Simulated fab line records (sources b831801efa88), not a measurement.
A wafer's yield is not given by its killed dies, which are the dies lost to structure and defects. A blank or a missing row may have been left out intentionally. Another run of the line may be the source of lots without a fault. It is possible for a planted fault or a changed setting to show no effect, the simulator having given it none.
Which of the tools did it? -- flow gf180mcu -- 24 lots, 72 wafers sampled, at 1 step of a route of 602

== WHAT EACH GAUGE READ, for each wafer ==
GF_HV_LDD_CD_MEAS_19: target cd 400 nm. Usual: cd nm reads 399.2 nm (standard deviation 1.9).
lot,measured,on,cd nm (nm),flag
L074,day 10 18:19,cd sem-01,399.6 401.2 401.0,
L075,day 11 01:44,cd sem-02,400.4 399.1 399.9,
L076,day 11 11:13,cd sem-01,399.2 398.0 399.6,
L077,day 11 21:38,cd sem-01,396.9 398.2 399.3,
L078,day 12 06:08,cd sem-01,401.7 399.6 397.8,
L079,day 12 12:02,cd sem-02,396.1 395.5 397.2,
L080,day 12 23:25,cd sem-01,398.6 399.5 400.8,
L081,day 13 01:14,cd sem-01,397.4 396.6 398.9,
L082,day 13 10:55,cd sem-01,399.7 398.7 398.5,
L083,day 13 17:53,cd sem-02,399.9 397.8 402.0,
L084,day 14 01:56,cd sem-02,396.6 397.2 397.2,
L085,day 14 08:06,cd sem-01,397.1 398.3 400.9,
L086,day 14 19:05,cd sem-01,400.5 400.5 400.6,
L087,day 14 23:19,cd sem-02,402.5 399.3 404.0,
L088,day 15 06:28,cd sem-01,398.3 398.3 396.6,
L089,day 15 16:16,cd sem-01,401.1 401.5 399.6,
L090,day 15 22:28,cd sem-02,399.0 399.5 401.2,
L091,day 16 07:17,cd sem-02,399.3 397.9 398.1,
L092,day 16 16:13,cd sem-01,396.9 395.6 395.3,
L093,day 16 23:35,cd sem-01,397.1 397.8 396.9,
L094,day 17 05:47,cd sem-02,399.7 399.3 398.4,
L095,day 17 16:05,cd sem-01,399.1 401.9 401.8,
L096,day 17 22:13,cd sem-02,397.8 396.9 398.5,
L097,day 18 06:52,cd sem-02,399.3 400.0 400.0,

== EACH LOT AND THE TOOL THAT RAN IT (in order: tool; ch and the chambers of the sampled wafers; start) ==
Record: no process step prior to these readings.

== AS READ BY THE TOOLS THEMSELVES (means over the sampled wafers that have a number; for cases with no such wafer, the mark the record gives instead) ==
The record holds no such reading with a usual standard deviation.

== THE ANSWER, worked out from the rows above alone ==
Rule: a lot counts as off when the mean over its wafers that have a number is more than 3 standard deviations away from the usual mean. Also off: a lot with no number at a reading for which 4 or more lots have one. All remaining lots with rows at the step are treated as sound. After the gauges, taken in route order, come the tools' own readings; for these a lot's mean is taken, as printed above. The first step at which some lot is off is used, and at that step the reading that is off furthest; a lot without a number counts as furthest.
Nothing can be told from this: no lot is off at any reading shown.

== WHAT THE SIMULATOR HAD PUT IN ==
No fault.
